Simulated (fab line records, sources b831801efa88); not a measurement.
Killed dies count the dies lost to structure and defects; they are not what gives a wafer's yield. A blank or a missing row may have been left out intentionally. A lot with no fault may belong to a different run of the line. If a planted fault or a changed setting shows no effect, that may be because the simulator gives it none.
What tool caused it?	flow sky130	Sampling: 24 lots, 72 wafers, 5 of 708 route steps

## WHAT EACH GAUGE READ, for each wafer
SKY_METAL2_OVL_MEAS_16.
lot	measured	on	METAL2_OVL (nm)
L074	day 35 21:47	overlay-02	2 7 -4
L075	day 36 10:55	overlay-02	12 3 3
L076	day 36 15:49	overlay-01	-5 5 -3
L077	day 36 20:49	overlay-01	11 16 14
L078	day 37 17:56	overlay-01	1 2 4
L079	day 37 22:32	overlay-02	3 -3 6
L080	day 38 04:32	overlay-01	0 0 3
L081	day 38 07:41	overlay-02	4 19 6
L082	day 38 23:10	overlay-01	6 8 24
L083	day 39 00:46	overlay-01	-5 -1 4
L084	day 39 03:34	overlay-01	-5 5 8
L085	day 39 07:46	overlay-02	2 7 7
L086	day 39 21:11	overlay-01	-1 0 2
L088	day 40 04:07	overlay-01	2 19 6
L087	day 40 06:37	overlay-01	7 13 2
L089	day 40 06:49	overlay-01	4 6 8
L090	day 40 15:05	overlay-02	12 10 5
L091	day 40 20:31	overlay-01	5 -7 0
L092	day 41 03:46	overlay-01	7 11 10
L093	day 41 10:10	overlay-01	4 4 5
L094	day 41 14:28	overlay-02	-4 -3 -3
L095	day 41 21:33	overlay-02	21 15 14
L096	day 42 04:31	overlay-01	5 8 1
L097	day 42 15:04	overlay-01	11 11 9

SKY_METAL3_CD_MEAS_13: target cd 300 nm.
lot	measured	on	cd-nm (nm)
L074	day 39 09:20	cd-sem-02	301.3 301.1 301.5
L075	day 39 21:13	cd-sem-01	301.1 300.8 300.1
L076	day 40 01:35	cd-sem-02	301.3 301.2 302.5
L077	day 40 07:05	cd-sem-01	300.8 300.5 300.6
L078	day 41 02:46	cd-sem-02	299.1 298.8 300.0
L079	day 41 08:01	cd-sem-02	301.0 300.7 300.4
L080	day 41 12:11	cd-sem-02	298.7 299.3 299.6
L081	day 41 15:11	cd-sem-01	298.9 297.6 298.1
L082	day 42 06:41	cd-sem-02	298.9 299.1 299.2
L083	day 42 08:38	cd-sem-02	300.9 300.3 300.5
L084	day 42 10:26	cd-sem-02	301.7 299.8 300.6
L085	day 42 14:17	cd-sem-02	297.4 298.2 298.3
L086	day 43 02:42	cd-sem-01	298.9 299.6 299.3
L088	day 43 10:19	cd-sem-01	298.3 297.9 298.4
L087	day 43 11:28	cd-sem-02	302.4 303.5 303.0
L089	day 43 12:41	cd-sem-02	301.2 300.8 300.0
L090	day 43 19:53	cd-sem-02	301.5 299.6 300.3
L091	day 44 00:07	cd-sem-02	298.5 299.0 298.0
L092	day 44 08:04	cd-sem-01	300.7 301.0 300.1
L093	day 44 14:38	cd-sem-02	300.4 299.7 300.1
L094	day 44 17:53	cd-sem-01	303.1 303.5 301.4
L095	day 44 22:52	cd-sem-02	301.6 302.3 302.2
L096	day 45 08:10	cd-sem-01	303.0 302.1 303.6
L097	day 45 17:36	cd-sem-01	299.7 298.5 299.9

SKY_VIA3_OVL_MEAS_13.
lot	measured	on	VIA3_OVL (nm)
L074	day 40 12:07	overlay-01	8 6 3
L075	day 40 23:52	overlay-02	-3 4 8
L076	day 41 04:07	overlay-02	2 -4 -3
L077	day 41 10:07	overlay-02	1 1 -3
L078	day 42 05:02	overlay-02	11 6 13
L079	day 42 10:05	overlay-01	4 6 6
L080	day 42 15:23	overlay-02	12 6 9
L081	day 42 16:40	overlay-02	7 2 6
L082	day 43 08:22	overlay-01	-4 5 -12
L083	day 43 10:19	overlay-01	2 -1 5
L084	day 43 13:25	overlay-02	13 8 3
L085	day 43 16:10	overlay-01	11 -4 -6
L086	day 44 04:16	overlay-02	-6 -4 6
L088	day 44 12:14	overlay-01	5 4 4
L087	day 44 13:23	overlay-01	6 8 10
L089	day 44 14:54	overlay-01	4 2 1
L090	day 44 21:47	overlay-02	4 5 0
L091	day 45 00:40	overlay-01	2 -6 -6
L092	day 45 09:43	overlay-02	10 17 10
L093	day 45 15:23	overlay-01	-5 -1 -2
L094	day 45 17:50	overlay-01	-2 0 -3
L095	day 45 22:21	overlay-02	-8 -12 -7
L096	day 46 07:58	overlay-01	11 9 12
L097	day 46 17:26	overlay-02	-5 -3 1

## EACH LOT AND THE TOOL THAT RAN IT (in order: tool; ch and the chambers of the sampled wafers; start)
lot	SKY_METAL2_SPUTTER_04	SKY_METAL3_SPUTTER_01
L074	pvd-sputter-03, day 34 19:17	pvd-sputter-01, day 37 03:49
L075	pvd-sputter-02, day 35 08:19	pvd-sputter-01, day 37 16:41
L076	pvd-sputter-02, day 35 11:49	pvd-sputter-04, day 37 21:15
L077	pvd-sputter-01, day 35 17:45	pvd-sputter-01, day 38 02:49
L078	pvd-sputter-02, day 36 14:39	pvd-sputter-01, day 38 23:17
L079	pvd-sputter-02, day 36 19:23	pvd-sputter-01, day 39 04:19
L080	pvd-sputter-02, day 37 02:02	pvd-sputter-02, day 39 09:31
L081	pvd-sputter-02, day 37 04:52	pvd-sputter-01, day 39 12:59
L082	pvd-sputter-01, day 37 20:55	pvd-sputter-04, day 40 03:30
L083	pvd-sputter-02, day 37 22:15	pvd-sputter-04, day 40 05:53
L084	pvd-sputter-03, day 38 01:00	pvd-sputter-01, day 40 08:07
L085	pvd-sputter-01, day 38 05:43	pvd-sputter-01, day 40 11:59
L086	pvd-sputter-01, day 38 19:40	pvd-sputter-01, day 41 00:56
L088	pvd-sputter-03, day 39 02:05	pvd-sputter-01, day 41 08:31
L087	pvd-sputter-01, day 39 04:59	pvd-sputter-04, day 41 10:32
L089	pvd-sputter-02, day 39 05:17	pvd-sputter-04, day 41 10:55
L090	pvd-sputter-01, day 39 14:08	pvd-sputter-04, day 41 19:59
L091	pvd-sputter-01, day 39 18:41	pvd-sputter-01, day 42 00:09
L092	pvd-sputter-02, day 40 02:47	pvd-sputter-01, day 42 07:01
L093	pvd-sputter-03, day 40 08:48	pvd-sputter-02, day 42 14:07
L094	pvd-sputter-03, day 40 12:29	pvd-sputter-01, day 42 17:23
L095	pvd-sputter-01, day 40 20:15	pvd-sputter-02, day 42 23:55
L096	pvd-sputter-02, day 41 03:54	pvd-sputter-04, day 43 08:38
L097	pvd-sputter-01, day 41 14:05	pvd-sputter-04, day 43 18:06
- SKY_METAL2_SPUTTER_04: material TiN, target thk 70 nm, time 58.3 s.
- SKY_METAL3_SPUTTER_01: material TiN, target thk 20 nm, time 16.7 s.

## WHAT THE TOOLS THEMSELVES READ (means of the sampled wafers that have a number; where no wafer has one, the mark that the record gives instead)
SKY_METAL2_SPUTTER_04.
lot	tool	throttle-valve-pct (%)
L074	pvd-sputter-03	28.8
L075	pvd-sputter-02	29.9
L076	pvd-sputter-02	29.9
L077	pvd-sputter-01	29.4
L078	pvd-sputter-02	30.7
L079	pvd-sputter-02	30.1
L080	pvd-sputter-02	30.5
L081	pvd-sputter-02	30.0
L082	pvd-sputter-01	30.2
L083	pvd-sputter-02	30.3
L084	pvd-sputter-03	29.2
L085	pvd-sputter-01	30.1
L086	pvd-sputter-01	29.6
L088	pvd-sputter-03	29.2
L087	pvd-sputter-01	28.8
L089	pvd-sputter-02	30.1
L090	pvd-sputter-01	29.4
L091	pvd-sputter-01	28.5
L092	pvd-sputter-02	30.5
L093	pvd-sputter-03	29.2
L094	pvd-sputter-03	29.4
L095	pvd-sputter-01	28.9
L096	pvd-sputter-02	30.2
L097	pvd-sputter-01	28.8

SKY_METAL3_SPUTTER_01.
lot	tool	throttle-valve-pct (%)
L074	pvd-sputter-01	30.2
L075	pvd-sputter-01	28.8
L076	pvd-sputter-04	29.8
L077	pvd-sputter-01	29.0
L078	pvd-sputter-01	28.5
L079	pvd-sputter-01	29.6
L080	pvd-sputter-02	30.2
L081	pvd-sputter-01	28.9
L082	pvd-sputter-04	31.8
L083	pvd-sputter-04	31.7
L084	pvd-sputter-01	30.4
L085	pvd-sputter-01	29.5
L086	pvd-sputter-01	29.6
L088	pvd-sputter-01	28.9
L087	pvd-sputter-04	31.4
L089	pvd-sputter-04	31.2
L090	pvd-sputter-04	31.2
L091	pvd-sputter-01	28.9
L092	pvd-sputter-01	29.1
L093	pvd-sputter-02	30.0
L094	pvd-sputter-01	28.8
L095	pvd-sputter-02	29.9
L096	pvd-sputter-04	30.6
L097	pvd-sputter-04	30.9

## THE ANSWER, worked out from the rows above alone
Rule: the lots themselves supply what counts as usual. Put in order of their means at a reading, lots are off if they are a third of the lots or fewer, leave a main group of 4 or more, and stand apart from it by a gap of 3 or more times the standard deviation of the main group's means; of several such gaps the widest counts. A main group is skipped when, at the precision printed for the reading in the tables above, its means are all equal. Also off: a lot with no number at a reading for which 4 or more lots have one. All remaining lots with rows at the step are treated as sound. The gauges are gone through in route order, then the tools' own readings, and for those a lot's mean is taken as printed above. The first step at which some lot is off is used, and at that step the reading that is off furthest; a lot without a number counts as furthest.
No lot is off at any reading shown: from this, nothing can be told.

## WHAT THE SIMULATOR HAD PUT IN
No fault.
